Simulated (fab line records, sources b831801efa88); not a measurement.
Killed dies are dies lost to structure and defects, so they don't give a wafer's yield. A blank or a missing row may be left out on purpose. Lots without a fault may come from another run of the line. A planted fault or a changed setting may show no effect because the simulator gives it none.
Problem report in the 8D (eight disciplines) form, filled by code | flow sky130 | the parts of the form that need people (team, actions taken, sign-off) are left out

1. THE PROBLEM
developer_temp_C at SKY_METAL1_DEVELOP_14 reads a mean of 21.59 C on 8 wafers of 3 lots; wafers without a fault read 20.99 C with a standard deviation of 0.098. That is +6.1 standard deviations from the usual mean.
The step: develop time 60 s.
First seen on wafer L773.3, day 37 03:00, on litho_track-03. The record holds 38 wafers of 13 lots with a number at this step. Rule for "out", or "out of limits": more than 4 standard deviations from the usual mean. The other wafers with a number count as sound.

2. WHAT IT IS AND WHAT IT IS NOT
question                    | is                     | is not
which readings at this step | developer_temp_C       | -
which lots                  | L773, L774, L777       | L761, L762, L764, L768, L772, L775, L779, L780, L781, L783
which wafers of those lots  | all that have a number | -
read on which tools         | litho_track-03         | litho_track-01, litho_track-04
when                        | from day 37 03:00      | up to then (15 sound wafers); but 15 sound wafers of L775, L779, L780, L781, L783 came after

3. SUSPECTS, AND WHAT RULES EACH OUT
Counting: a tool at a process step up to the reading stays a suspect if it ran every lot that is out and no sound lot after the first of them.
- litho_track-03 at SKY_METAL1_DEVELOP_14 (develop time 60 s): kept. It ran every lot that is out, first L773 (day 37 03:00), and no sound lot after that; its last sound lot up to then is L768 (day 35 13:00). Its own readings are out on those wafers: developer_temp_C.
Left after counting: litho_track-03 at SKY_METAL1_DEVELOP_14.

4. THE CAUSE (what the simulator had put in)
Process parameter drift: litho_track-03, from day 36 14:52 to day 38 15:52, at SKY_METAL1_DEVELOP_14. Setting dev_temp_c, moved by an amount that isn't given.
Counting left only this tool.

5. THE CHAIN OF EFFECTS, in route order
Each row: a reading whose mean over the struck wafers that have a number lies more than 3 standard deviations from the usual. Only readings for which the record gives a usual standard deviation are gone through. hours: the time from each lot's start at the first step in this table that gives one to its start at this step, as a median over the lots. sigmas: the change in usual standard deviations.
hours | step                  | reading          | usual   | on struck wafers | change | sigmas
0     | SKY_METAL1_DEVELOP_14 | developer_temp_C | 20.99 C | 21.59            | +0.60  | +6.1
The process steps in it:
- SKY_METAL1_DEVELOP_14: develop time 60 s.

6. WHAT WOULD HAVE CAUGHT IT SOONER
In this record the first reading out of limits was taken at day 37 03:00, 12 hours after the fault began at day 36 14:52.
